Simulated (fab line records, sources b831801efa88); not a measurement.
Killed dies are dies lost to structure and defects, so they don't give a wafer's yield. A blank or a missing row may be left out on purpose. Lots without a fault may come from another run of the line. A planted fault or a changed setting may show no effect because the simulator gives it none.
A struck lot beside a sound one | flow sky130 | 16 steps out of a route of 708
Sound: wafers L806.1, L806.2, L806.3. Struck: wafers L812.1, L812.4. The cause comes at the end.
At each step with rows: each side's tool, then ch and its chambers, then its first start. Under that, the readings that differ: sound wafers | struck wafers | difference of the means | sigmas: that difference in standard deviations of wafers without a fault.
alike: readings whose means differ by less than 2 such deviations, and words and numbers that are the same on both sides. not compared: withheld readings, readings that some wafer has no value for, bounds like >300 that may hide the same value, and numbers for which the record gives no deviation and whose values overlap.
The two part at a step that has a row with sigmas, a row that says differs or no value, or rows on one side only. Numbers that don't overlap but have no deviation are shown without sigmas and don't part them. A reading that every wafer of one side lacks parts them only if that side has two wafers or more.

SKY_VIA3_CMP_02: polishes SiO2.
  sound on cmp-01 ch 0,1,2, day 38 22:10; struck on cmp-02 ch 2,3, day 41 04:53
  alike: motor_current_A
SKY_VIA3_BOW_MEAS_03:
  sound on film_metro-04, day 38 22:28; struck on film_metro-02, day 41 05:11
  alike: VIA3_BOW
then, 8 steps without rows for these wafers: SKY_VIA3_DEHYDRATE_04 (time 60 s); SKY_VIA3_HMDS_05 (prime time 60 s); SKY_VIA3_COAT_06 (resist thk 60 nm); SKY_VIA3_COAT_07 (resist thk 450 nm); SKY_VIA3_SOFTBAKE_08 (time 90 s); SKY_VIA3_EXPOSE_09 (exposes mask VIM3, target cd 200 nm); SKY_VIA3_PEB_10; SKY_VIA3_DEVELOP_11 (develop time 60 s).
SKY_VIA3_CD_MEAS_12: target cd 200 nm.
  sound on cd_sem-01, day 39 22:46; struck on cd_sem-01, day 42 04:56
  alike: cd_nm
SKY_VIA3_OVL_MEAS_13:
  sound on overlay-02, day 39 22:53; struck on overlay-02, day 42 05:04
  alike: VIA3_OVL
SKY_VIA3_ETCH_14: etches BARC in N2/H2, stops on SiO2, time 45.9 s, target depth 60 nm.
  sound on rie_diel-01 ch 0,2,3, day 39 22:56; struck on rie_diel-01 ch 0,1, day 42 05:06
  reading                                     | sound             | struck      | difference | sigmas
  oes_product_au (a.u.)                       | 0.848 0.853 0.846 | 0.994 0.985 | +0.141     | +27
  run_length_s (s)                            | 74.6 73.9 73.8    | 66.5 66.6   | -7.5       | -22
  model.KrF-thick_of_VIA3_COAT_07.thk_nm (nm) | 391.2 390.9 392.7 | 400.6 399.2 | +8.3       |
  alike: drypump_motor_current_A, h2_flow_sccm, throttle_valve_pct
  not compared: rf_hours_counter_h
SKY_VIA3_ETCH_15: etches SiO2 in C4F8/O2/Ar, stops on TiN, target depth 507 nm, time 78 s.
  sound on rie_diel-01 ch 0,2,3, day 39 22:58; struck on rie_diel-01 ch 0,1, day 42 05:08
  reading                                     | sound             | struck      | difference | sigmas
  model.KrF-thick_of_VIA3_COAT_07.thk_nm (nm) | 290.3 290.4 292.1 | 300.6 297.9 | +8.3       |
  alike: oes_product_au, run_length_s
SKY_VIA3_STRIP_16: strips in O2/N2.
  sound on plasma_asher-02 ch 0,1, day 39 23:02; struck on plasma_asher-04 ch 0,1, day 42 05:12
  reading                      | sound             | struck      | difference | sigmas
  strip_time_to_endpoint_s (s) | 4.119 4.111 4.152 | 4.229 4.220 | +0.097     | +4
  alike: drypump_motor_current_A, oes_product_au
  not compared: rf_hours_counter_h
then, 1 step without rows for these wafers: SKY_VIA3_STRIP_17 (strips in post etch residue remover, time 1200 s).

WHERE THEY PART
First at SKY_VIA3_ETCH_14; last, within this record, at SKY_VIA3_STRIP_16.

WHY: what the simulator had put in
Process parameter drift: rie_diel-01, from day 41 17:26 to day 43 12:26, at SKY_VIA3_ETCH_14. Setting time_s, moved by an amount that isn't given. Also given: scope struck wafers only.
